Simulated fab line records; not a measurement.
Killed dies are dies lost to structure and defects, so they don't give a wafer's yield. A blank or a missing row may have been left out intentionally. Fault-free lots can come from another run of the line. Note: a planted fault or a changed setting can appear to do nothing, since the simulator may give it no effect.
A lot that was struck, set against a sound lot -- flow sky130 -- 43 steps out of a route of 708
Sound: the wafers L173.2, L173.4, L173.5. The struck wafers were L179.1, L179.4, L179.6. The cause is given at the end.
At each step with rows: each side's tool, then ch and its chambers, then its first start. Under that, the readings that differ: sound wafers -- struck wafers -- difference of the means -- sigmas: that difference in standard deviations of wafers without a fault.
alike: a reading whose means differ by less than 2 such deviations, as well as words and numbers matching on both sides. not compared: withheld readings; readings where some wafer has no value; bounds like >300 that might hide an equal value; numbers whose values overlap and for which the record gives no deviation.
Wherever a step has rows on one side only, a row that says differs or no value, or a row with sigmas, the two part there. Numbers that have no deviation but don't overlap get no sigmas and don't part them. A reading that every wafer of one side lacks parts them only if that side has two wafers or more.

first, 3 steps without rows for these wafers: SKY_SONOS_ONO_WET_ETCH_18 (etches Si3N4 in H3PO4, target depth 15 nm, time 172 s); SKY_GATE_OXIDE_CLEAN_00 (cleans in SC1/SC2, time 150 s); SKY_GATE_OXIDE_OXIDATION_01 (stabilise 600 s, purge 300 s, target thk 10.268 nm).
SKY_GATE_OXIDE_THK_MEAS_02:
  sound on film-metro-03 at day 13 11:02; struck on film-metro-02 at day 15 13:15
  alike: GATE_OXIDE_OXIDATION_00_THK
then, 7 steps without rows for these wafers: SKY_GATE_OXIDE_DEHYDRATE_03 (time 60 s); SKY_GATE_OXIDE_HMDS_04 (prime time 60 s); SKY_GATE_OXIDE_COAT_05 (resist thk 1140 nm); SKY_GATE_OXIDE_SOFTBAKE_06 (time 60 s); SKY_GATE_OXIDE_EXPOSE_07 (exposes mask LVOM, target cd 600 nm); SKY_GATE_OXIDE_PEB_08; SKY_GATE_OXIDE_DEVELOP_09 (develop time 60 s).
SKY_GATE_OXIDE_OVL_MEAS_10:
  sound on overlay-01 at day 14 12:44; struck on overlay-01 at day 16 16:28
  alike: GATE_OXIDE_OVL
SKY_GATE_OXIDE_IMPLANT_11:
  sound on implanter-01 ch 0, day 14 12:47; struck on implanter-01 ch 0, day 16 16:29
then, 1 step without rows for these wafers: SKY_GATE_OXIDE_WET_ETCH_12 (etches SiO2 in dHF, target depth 16.8 nm, time 336 s).
SKY_GATE_OXIDE_STRIP_13: strips in O2/N2.
  sound on plasma-asher-04 ch 1, day 14 13:01; struck on plasma-asher-01 ch 0, day 16 16:45
reading,sound,struck,difference,sigmas
oes-product-au (a.u.),0.721 0.719 0.724,0.709 0.712 0.714,-0.010,-2
  alike: drypump-motor-current-A, strip-time-to-endpoint-s
  not compared: rf-hours-counter-h
SKY_GATE_OXIDE_TW_MEAS_14:
  sound on film-metro-03 at day 14 13:07; struck on film-metro-04 at day 16 16:51
reading,sound,struck,difference,sigmas
GATE_OXIDE_TW,225.1 226.5 225.6,221.8 222.4 222.6,-3.5,-3
then, 3 steps without rows for these wafers: SKY_GATE_OXIDE_CLEAN_15 (cleans in SC1/SC2, time 150 s); SKY_GATE_OXIDE_OXIDATION_16 (stabilise 600 s, purge 300 s, target thk 3.57 nm); SKY_POLY_GATE_CVD_00 (deposits poly-Si, target thk 180 nm, time 720 s).
SKY_POLY_GATE_THK_MEAS_01:
  sound on film-metro-03 at day 14 18:08; struck on film-metro-04 at day 16 20:14
  alike: POLY_GATE_CVD_00_THK
then, 8 steps without rows for these wafers: SKY_RES_PROTECT_DEHYDRATE_00 (time 60 s); SKY_RES_PROTECT_HMDS_01 (prime time 60 s); SKY_RES_PROTECT_COAT_02 (resist thk 1140 nm); SKY_RES_PROTECT_SOFTBAKE_03 (time 60 s); SKY_RES_PROTECT_EXPOSE_04 (exposes mask RPM, target cd 1270 nm); SKY_RES_PROTECT_PEB_05; SKY_RES_PROTECT_DEVELOP_06 (develop time 60 s); SKY_POLY_GATE_IMPLANT_02.
SKY_RES_PROTECT_STRIP_07: strips in O2/N2.
  sound on plasma-asher-02 ch 0, day 15 20:37; struck on plasma-asher-02 ch 0, day 18 01:28
  alike: drypump-motor-current-A, oes-product-au, strip-time-to-endpoint-s
  not compared: rf-hours-counter-h
SKY_RES_PROTECT_TW_MEAS_08:
  sound on film-metro-02 at day 15 20:43; struck on film-metro-01 at day 18 01:34
  alike: POLY_GATE_TW
then, 2 steps without rows for these wafers: SKY_RES_PROTECT_CLEAN_09 (cleans in SC1/SC2, time 150 s); SKY_POLY_GATE_CVD_03 (deposits Si3N4 from DCS/NH3, target thk 75 nm, time 1290 s).
SKY_POLY_GATE_THK_MEAS_04:
  sound on film-metro-01 at day 15 23:21; struck on film-metro-03 at day 18 03:42
  alike: POLY_GATE_CVD_03_THK
then, 8 steps without rows for these wafers: SKY_POLY_GATE_DEHYDRATE_05 (time 60 s); SKY_POLY_GATE_HMDS_06 (prime time 60 s); SKY_POLY_GATE_COAT_07 (resist thk 110 nm); SKY_POLY_GATE_COAT_08 (resist thk 450 nm); SKY_POLY_GATE_SOFTBAKE_09 (time 90 s); SKY_POLY_GATE_EXPOSE_10 (exposes mask P1M, target cd 150 nm); SKY_POLY_GATE_PEB_11; SKY_POLY_GATE_DEVELOP_12 (develop time 60 s).
SKY_POLY_GATE_CD_MEAS_13: target cd 150 nm.
  sound on cd-sem-02 at day 17 04:00; struck on cd-sem-01 at day 19 09:23
  alike: cd-nm
-- here the record skips 29 days between the struck wafers' starts before and after, leaving off in module POLY_GATE and picking up in module PAD_OPEN (first step shown: number 708 of the route) --
SKY_PAD_OPEN_PROBE_99:
  sound on prober-02 at day 46 12:00; struck on prober-01 at day 47 22:32
reading,sound,struck,difference,sigmas
model.etest.nfet_01v8.drive-ua-um-range,7 8.926 5.863,20.81 18.56 22.56,+13.38,
model.etest.pfet_01v8.drive-ua-um-range,7.478 4.07 6.894,17.53 18.58 17.14,+11.60,
model.etest.pfet_01v8_lvt.vt-v-range,0.02458 0.03161 0.02882,0.1706 0.1664 0.1695,+0.1405,
model.etest.pfet_01v8.vt-v-range,0.01223 0.0104 0.009029,0.06144 0.06773 0.07079,+0.05610,
model.etest.nfet_01v8.vt-v-range,0.01193 0.01249 0.01425,0.02335 0.02804 0.02015,+0.01096,
  alike: killed_at_M0_to_M3, killed_at_M4_up, killed-at-contacts, killed-at-front-end, killed-at-other, killed-dies, killed-open, killed-short
  not compared: model.etest.tip-p.rs-ohm-sq-range

## WHERE THEY PART
First at SKY_GATE_OXIDE_STRIP_13; last, within this record, at SKY_GATE_OXIDE_TW_MEAS_14. Later steps at which nothing parts them and some readings are alike: SKY_POLY_GATE_THK_MEAS_01, SKY_RES_PROTECT_STRIP_07, SKY_RES_PROTECT_TW_MEAS_08, SKY_POLY_GATE_THK_MEAS_04, SKY_POLY_GATE_CD_MEAS_13, SKY_PAD_OPEN_PROBE_99.

WHY: what the simulator had put in
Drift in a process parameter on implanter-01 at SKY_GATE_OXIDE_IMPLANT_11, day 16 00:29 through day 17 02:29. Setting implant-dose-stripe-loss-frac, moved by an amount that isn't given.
